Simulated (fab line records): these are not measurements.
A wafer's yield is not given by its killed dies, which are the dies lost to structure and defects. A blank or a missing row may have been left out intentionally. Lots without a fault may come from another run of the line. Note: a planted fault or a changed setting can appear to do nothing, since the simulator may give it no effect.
One fault through the eyes of 2 desks || flow gf180mcu || each desk holds nothing but its own numbers, with what lay behind them at the end

== DESK OF THE TOOL OWNER: iline-stepper-02 ==
The tool's own readings at GF_DUAL_GATE_EXPOSE_08 (exposes mask Dualgate, target cd 700 nm): means of the sampled wafers that have a number, for each lot that ran on this tool. The brackets show how far a lot's mean lies from the usual mean; more than 4 standard deviations puts the lot out of limits, marked OUT.
Columns: A = exposure-dose-mJ-cm2 at GF_DUAL_GATE_EXPOSE_08, usual 139.99; B = focus-offset-nm at GF_DUAL_GATE_EXPOSE_08, usual 0.0 nm
{"lot": "L690", "first seen here": "day 8 06:02", "A": 140.13, "B": -0.1}
{"lot": "L694", "first seen here": "day 9 07:31", "A": 139.90, "B": -0.1}
{"lot": "L695", "first seen here": "day 9 15:28", "A": 139.83, "B": 0.0}
{"lot": "L700", "first seen here": "day 11 09:32", "A": 140.05, "B": -0.3}
{"lot": "L701", "first seen here": "day 11 15:13", "A": 140.06, "B": -0.1}
{"lot": "L702", "first seen here": "day 11 19:35", "A": 139.98, "B": -0.6}
{"lot": "L703", "first seen here": "day 12 01:00", "A": 140.13, "B": 0.8}
{"lot": "L704", "first seen here": "day 12 10:58", "A": 140.02, "B": -0.1}
Finding of this desk: none of the 8 lots has anything out of limits.

== AT THE METROLOGY DESK ==
Lot by lot, what the gauges showed, no matter which tool ran the lot: averages of those sampled wafers that carry a number. The brackets show how far a lot's mean lies from the usual mean; more than 4 standard deviations puts the lot out of limits, marked OUT.
Columns: A = STI_CVD_23_THK at GF_STI_THK_MEAS_24, usual 653 nm; B = VT_IMPLANT_01_OVL at GF_VT_IMPLANT_OVL_MEAS_18, usual 0.6 nm; C = HV_LDD_CVD_54_THK at GF_HV_LDD_THK_MEAS_55, usual 9.98 nm
{"lot": "L689", "first seen here": "day 2 03:47", "A": 663, "B": 0.5, "C": 9.63}
{"lot": "L690", "first seen here": "day 2 08:23", "A": 663, "B": -1.2, "C": 9.96}
{"lot": "L691", "first seen here": "day 2 14:16", "A": 653, "B": 1.8, "C": "-"}
{"lot": "L692", "first seen here": "day 2 18:41", "A": 666, "B": 0.6, "C": "-"}
{"lot": "L693", "first seen here": "day 2 23:30", "A": 652, "B": -0.6, "C": "-"}
{"lot": "L694", "first seen here": "day 3 04:51", "A": 655, "B": 0.6, "C": 10.06}
{"lot": "L695", "first seen here": "day 3 10:59", "A": 654, "B": 2.9, "C": 10.00}
{"lot": "L700", "first seen here": "day 4 15:19", "A": 660, "B": 1.9, "C": 10.09}
{"lot": "L701", "first seen here": "day 4 19:20", "A": 656, "B": 0.8, "C": 10.22}
{"lot": "L702", "first seen here": "day 5 00:37", "A": 649, "B": 0.5, "C": 10.11}
{"lot": "L703", "first seen here": "day 5 04:16", "A": 665, "B": 0.2, "C": 9.99}
{"lot": "L704", "first seen here": "day 5 10:26", "A": 652, "B": 0.3, "C": 10.01}
{"lot": "L706", "first seen here": "day 5 20:08", "A": 648, "B": -0.0, "C": 10.15}
{"lot": "L711", "first seen here": "day 6 19:57", "A": 642, "B": 0.9, "C": 9.84}
{"lot": "L712", "first seen here": "day 7 02:45", "A": 640, "B": 1.0, "C": 9.89}
Finding of this desk: none of the 15 lots has anything out of limits.

== PUT TOGETHER ==
Nothing out of limits was seen by the tool owner's desk.
From the metrology desk's view, nothing was out of limits.

== WHAT THE SIMULATOR HAD PUT IN ==
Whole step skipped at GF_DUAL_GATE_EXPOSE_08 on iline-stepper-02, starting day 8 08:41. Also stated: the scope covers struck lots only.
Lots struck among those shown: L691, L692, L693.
